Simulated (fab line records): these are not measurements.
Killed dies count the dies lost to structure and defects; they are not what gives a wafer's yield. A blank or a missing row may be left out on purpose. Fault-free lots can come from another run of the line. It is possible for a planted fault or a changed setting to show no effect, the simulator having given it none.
Chamber matching | flow sky130 | SKY_CAP2M_CVD_00 on pecvd-03 has 3 sister chambers
The step deposits SiO2, target thk 15.5 nm. 3 wafers are shown with their chamber, then 9 later ones without.

== WAFERS PAIRED WITH THEIR CHAMBERS ==
wafer  | chamber | heater power w (W)
L079.5 | 1       | 545
L086.3 | 0       | 840
L086.5 | 2       | 824

== WAFERS MISSING THEIR CHAMBER ==
wafer  | heater power w (W)
L088.1 | 756
L088.2 | 714
L088.6 | 728
L092.2 | 510
L092.3 | 736
L092.6 | 509
L097.2 | 789
L097.4 | 820
L097.5 | 537

== THE CHAMBER EACH PASSED THROUGH ==
wafer  | from the rows above          | in truth
L088.1 | can't be placed: 2 or 0      | 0
L088.2 | can't be placed: 2 or 0 or 1 | 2
L088.6 | can't be placed: 2 or 0 or 1 | 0
L092.2 | 1                            | 1
L092.3 | can't be placed: 2 or 0 or 1 | 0
L092.6 | 1                            | 1
L097.2 | can't be placed: 2 or 0      | 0
L097.4 | can't be placed: 2 or 0      | 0
L097.5 | 1                            | 1
Correctly placed: 3 of 9. Not placeable from these rows: 6 (in 6, the candidates include the true chamber). 0 placed wrongly.
How it was worked out, from the rows above alone: a wafer's distance from a chamber is the root of the sum, over the readings, of the square of ((its reading less the chamber's mean) divided by the reading's scatter). If the next closest chamber is less than 2 further off than the closest, the wafer can't be placed; otherwise it belongs to the closest. A chamber's mean is the mean of its shown wafers. The scatter: with one shown wafer a chamber, the root of the mean of the squares of how far each hidden wafer lies from its nearest shown one.
